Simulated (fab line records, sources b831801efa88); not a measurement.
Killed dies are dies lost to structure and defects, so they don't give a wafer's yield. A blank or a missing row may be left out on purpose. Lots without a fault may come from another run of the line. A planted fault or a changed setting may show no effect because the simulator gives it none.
A struck lot beside a sound one | flow sky130 | 15 steps out of a route of 708
Sound: wafers L359.2, L359.4, L359.6. Struck: wafer L365.4. (L365.1, L365.3 of the same lot were not struck and are left out.) The cause comes at the end.
At each step with rows: each side's tool, then ch and its chambers, then its first start. Under that, the readings that differ: sound wafers | struck wafers | difference of the means | sigmas: that difference in standard deviations of wafers without a fault.
alike: readings whose means differ by less than 2 such deviations, and words and numbers that are the same on both sides. not compared: withheld readings, readings that some wafer has no value for, bounds like >300 that may hide the same value, and numbers for which the record gives no deviation and whose values overlap.
The two part at a step that has a row with sigmas, a row that says differs or no value, or rows on one side only. Numbers that don't overlap but have no deviation are shown without sigmas and don't part them. A reading that every wafer of one side lacks parts them only if that side has two wafers or more.

SKY_VIA3_CD_MEAS_12: target cd 200 nm.
  sound on cd_sem-02, day 40 07:13; struck on cd_sem-02, day 42 00:29
  alike: cd_nm
SKY_VIA3_OVL_MEAS_13:
  sound on overlay-01, day 40 07:19; struck on overlay-01, day 42 00:37
  reading       | sound    | struck | difference | sigmas
  VIA3_OVL (nm) | -8 -7 -5 | 7      | +14        | +3
then, 1 step without rows for these wafers: SKY_VIA3_ETCH_14 (etches BARC in N2/H2, stops on SiO2, time 45.9 s, target depth 60 nm).
SKY_VIA3_ETCH_15: etches SiO2 in C4F8/O2/Ar, stops on TiN, target depth 507 nm, time 78 s.
  sound on rie_diel-01 ch 0,3, day 40 07:23; struck on rie_diel-01 ch 0, day 42 00:41
  alike: oes_product_au
  not compared: rf_hours_counter_h
SKY_VIA3_STRIP_16: strips in O2/N2.
  sound on plasma_asher-01 ch 0,1, day 40 07:27; struck on plasma_asher-01 ch 0, day 42 00:45
  alike: drypump_motor_current_A, oes_product_au, strip_time_to_endpoint_s
  not compared: rf_hours_counter_h
then, 3 steps without rows for these wafers: SKY_VIA3_STRIP_17 (strips in post etch residue remover, time 1200 s); SKY_VIA3_CLEAN_18 (cleans in IPA, time 180 s); SKY_VIA3_CLEAN_19 (cleans in O3/DIW).
SKY_VIA3_SPUTTER_20: material TiN, target thk 20 nm, time 80 s.
  sound on pvd_sputter-01, day 40 08:03; struck on pvd_sputter-03, day 42 01:22
  alike: throttle_valve_pct
SKY_VIA3_CVD_21: deposits W, target thk 390 nm, time 117.31 s.
  sound on cvd_w-01 ch 0,1, day 40 08:07; struck on cvd_w-02 ch 1, day 42 01:26
  reading            | sound       | struck | difference | sigmas
  heater_power_w (W) | 790 860 748 | 985    | +186       | +2
SKY_VIA3_RS_MEAS_22: measures by four-point-probe.
  sound on film_metro-01, day 40 08:15; struck on film_metro-04, day 42 01:34
  alike: VIA3_W_RS
SKY_VIA3_THK_MEAS_23: measures by xrf.
  sound on film_metro-01, day 40 08:22; struck on film_metro-04, day 42 01:41
  alike: VIA3_W_THK
SKY_VIA3_CMP_24: polishes, stops on SiO2, t overpolish 20 s, target thk 0 nm.
  sound on cmp-02 ch 1,2,3, day 40 08:28; struck on cmp-02 ch 2, day 42 01:58
  reading              | sound                | struck | difference | sigmas
  overpolish_run_s (s) | 19.982 20.006 20.003 | 22.559 | +2.562     | +99 or more
  t_overpolish_s (s)   | 20 20 20             | 22.573 | +2.573     |
  alike: motor_current_A, platen_rpm, retaining_ring_pressure_frac, time_to_endpoint_s
SKY_METAL4_SPUTTER_00: material Ti, target thk 15 nm, time 10 s.
  sound on pvd_sputter-03, day 40 08:43; struck on pvd_sputter-04, day 42 02:16
  alike: throttle_valve_pct
-- the record jumps here: 6 days lie between the struck wafers' starts before and after (it left off in module METAL4 and takes up again in module PAD_OPEN, whose first step shown is number 708 of the route) --
SKY_PAD_OPEN_PROBE_99:
  sound on prober-01, day 46 10:03; struck on prober-01, day 47 18:26
  alike: defect_limited_yield, killed_at_M0_to_M3, killed_at_M4_up, killed_at_contacts, killed_at_front_end, killed_at_other, killed_dies, killed_open, killed_short, sort_bin_3_pad_short, sort_bin_5_function, sort_bin_6_memory, sort_n_pass, sort_yield_pct

WHERE THEY PART
First at SKY_VIA3_OVL_MEAS_13; last, within this record, at SKY_VIA3_CMP_24. Later steps at which nothing parts them and some readings are alike: SKY_METAL4_SPUTTER_00, SKY_PAD_OPEN_PROBE_99.

WHY: what the simulator had put in
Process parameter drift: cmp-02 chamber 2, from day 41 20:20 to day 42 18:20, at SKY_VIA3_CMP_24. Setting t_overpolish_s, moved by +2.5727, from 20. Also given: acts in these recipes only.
